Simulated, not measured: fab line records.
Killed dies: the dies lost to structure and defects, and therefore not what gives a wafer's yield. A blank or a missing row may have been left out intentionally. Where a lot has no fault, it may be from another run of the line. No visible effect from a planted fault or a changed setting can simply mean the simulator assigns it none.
Which tool is to blame? ; flow gf180mcu ; 12 lots, 35 wafers sampled, at 5 steps of a route of 602

== WHAT THE GAUGES SHOWED, per wafer ==
GF_V5_THK_MEAS_01.
lot;measured;on;V5_CVD_00_THK (nm)
L181;day 26 08:28;film_metro-03;300 305 303
L182;day 26 21:41;film_metro-04;300 302 306
L183;day 27 09:32;film_metro-02;299 301 299
L185;day 27 22:22;film_metro-02;299 301 304
L187;day 28 14:52;film_metro-03;300 300 296
L188;day 29 06:08;film_metro-04;296 296 293
L189;day 29 22:06;film_metro-02;298 300 301
L190;day 30 00:31;film_metro-02;299 300 301
L192;day 30 07:21;film_metro-02;299 300 296
L191;day 30 12:17;film_metro-02;298 298 297
L196;day 31 04:44;film_metro-02;297 297
L197;day 31 09:02;film_metro-02;296 296 297

GF_V5_THK_MEAS_03.
lot;measured;on;V5_CVD_02_THK (nm)
L181;day 26 08:38;film_metro-04;1469 1456 1476
L182;day 26 21:51;film_metro-04;1464 1473 1461
L183;day 27 09:42;film_metro-02;1454 1445 1470
L185;day 27 22:32;film_metro-03;1429 1445 1462
L187;day 28 15:01;film_metro-02;1464 1450 1471
L188;day 29 06:19;film_metro-03;1429 1431 1434
L189;day 29 22:16;film_metro-03;1403 1439 1447
L190;day 30 00:45;film_metro-02;1454 1433 1455
L192;day 30 07:31;film_metro-04;1442 1490 1470
L191;day 30 12:27;film_metro-04;1430 1450 1463
L196;day 31 04:53;film_metro-04;1461 1474 1461 1472
L197;day 31 09:12;film_metro-03;1441 1458 1456

== EACH LOT AND THE TOOL THAT RAN IT (in order: tool; ch and the chambers of the sampled wafers; start) ==
lot;GF_MIM_METAL_ETCH_19;GF_MIM_STRIP_20;GF_M5_PEB_05
L181;rie_metal-04 ch 0,1, day 25 10:01;plasma_asher-04 ch 0, day 25 10:05;litho_track-04 ch 0, day 26 07:13
L182;rie_metal-02 ch 0,1, day 26 00:01;plasma_asher-03 ch 0,1, day 26 00:05;litho_track-02 ch 0, day 26 20:26
L183;rie_metal-02 ch 0,1, day 26 12:04;plasma_asher-01 ch 0,1, day 26 12:08;litho_track-04 ch 0, day 27 08:16
L185;rie_metal-04 ch 0,1, day 27 01:07;plasma_asher-04 ch 0,1, day 27 01:11;litho_track-02 ch 0, day 27 20:59
L187;rie_metal-02 ch 0,1, day 27 17:47;plasma_asher-04 ch 0,1, day 27 17:52;litho_track-01 ch 0, day 28 13:40
L188;rie_metal-01 ch 0,1, day 28 09:10;plasma_asher-03 ch 0,1, day 28 09:14;litho_track-01 ch 0, day 29 04:44
L189;rie_metal-01 ch 0,1, day 29 02:16;plasma_asher-01 ch 0,1, day 29 02:20;litho_track-01 ch 0, day 29 20:52
L190;rie_metal-04 ch 0,1, day 29 04:40;plasma_asher-04 ch 0,1, day 29 04:46;litho_track-04 ch 0, day 29 23:18
L192;rie_metal-02 ch 0, day 29 11:31;plasma_asher-03 ch 0,1, day 29 11:38;litho_track-02 ch 0, day 30 06:10
L191;rie_metal-04 ch 0,1, day 29 16:19;plasma_asher-03 ch 0, day 29 16:23;litho_track-02 ch 0, day 30 11:02
L196;rie_metal-01 ch 0,1, day 30 09:26;plasma_asher-03 ch 0,1, day 30 09:31;litho_track-01 ch 0, day 31 03:29
L197;rie_metal-04 ch 1, day 30 13:20;plasma_asher-04 ch 0,1, day 30 13:27;litho_track-04 ch 0, day 31 07:39
- GF_MIM_METAL_ETCH_19: etches the open film in Cl2/BCl3, stops on Si3N4, target depth 324.5 nm, time 54.1 s.
- GF_MIM_STRIP_20: strips in O2/N2.
- GF_M5_PEB_05: peb time 90 s.

== AS READ BY THE TOOLS THEMSELVES (means over the sampled wafers that have a number; for cases with no such wafer, the mark the record gives instead) ==
GF_MIM_METAL_ETCH_19.
lot;tool;bcl3_flow_sccm (sccm);bias_w (W);drypump_motor_current_A (A);oes_product_au (a.u.);throttle_valve_pct (%)
L181;rie_metal-04;40.08;140.4;5.0;0.950;28.277
L182;rie_metal-02;39.98;139.3;6.1;0.938;28.280
L183;rie_metal-02;40.03;140.1;6.4;0.946;28.273
L185;rie_metal-04;39.92;140.4;5.4;0.940;28.278
L187;rie_metal-02;40.02;140.0;6.1;0.936;28.289
L188;rie_metal-01;40.03;139.9;6.3;0.948;28.280
L189;rie_metal-01;39.90;140.2;6.3;0.942;28.285
L190;rie_metal-04;40.07;140.2;5.0;0.948;28.280
L192;rie_metal-02;40.02;140.8;6.6;0.942;28.277
L191;rie_metal-04;39.95;139.9;5.0;0.935;28.288
L196;rie_metal-01;40.06;140.6;6.2;0.939;28.285
L197;rie_metal-04;40.03;140.0;5.8;0.942;28.276

GF_MIM_STRIP_20.
lot;tool;drypump_motor_current_A (A);heater_power_w (W);oes_product_au (a.u.);strip_time_to_endpoint_s (s)
L181;plasma_asher-04;6.1;394;0.692;11.23
L182;plasma_asher-03;4.8;332;0.686;11.20
L183;plasma_asher-01;5.3;338;0.688;11.23
L185;plasma_asher-04;5.8;391;0.684;11.15
L187;plasma_asher-04;5.7;393;0.689;11.21
L188;plasma_asher-03;4.8;350;0.691;11.27
L189;plasma_asher-01;5.3;352;0.690;11.25
L190;plasma_asher-04;5.7;393;0.692;11.24
L192;plasma_asher-03;4.8;337;0.696;11.20
L191;plasma_asher-03;4.7;361;0.687;11.19
L196;plasma_asher-03;4.8;334;0.689;11.23
L197;plasma_asher-04;5.8;389;0.695;11.24

== THE ANSWER, worked out from the rows above alone ==
Rule: what is usual is taken from the lots themselves. Put in order of their means at a reading, lots are off if they are a third of the lots or fewer, leave a main group of 4 or more, and stand apart from it by a gap of 3 or more times the standard deviation of the main group's means; of several such gaps the widest counts. A main group whose means are all the same, to the digits that the tables above print for the reading, isn't used. Also off: a lot with no number at a reading for which 4 or more lots have one. Where the step has rows for the other lots, those lots are counted as sound. The gauges are gone through in route order, then the tools' own readings, and for those a lot's mean is taken as printed above. At the first step where some lot is off, the reading lying furthest off is the one used; lots without a number count as furthest.
No lot is off on any of the readings shown, so nothing can be concluded from this.

== WHAT WAS PUT IN BY THE SIMULATOR ==
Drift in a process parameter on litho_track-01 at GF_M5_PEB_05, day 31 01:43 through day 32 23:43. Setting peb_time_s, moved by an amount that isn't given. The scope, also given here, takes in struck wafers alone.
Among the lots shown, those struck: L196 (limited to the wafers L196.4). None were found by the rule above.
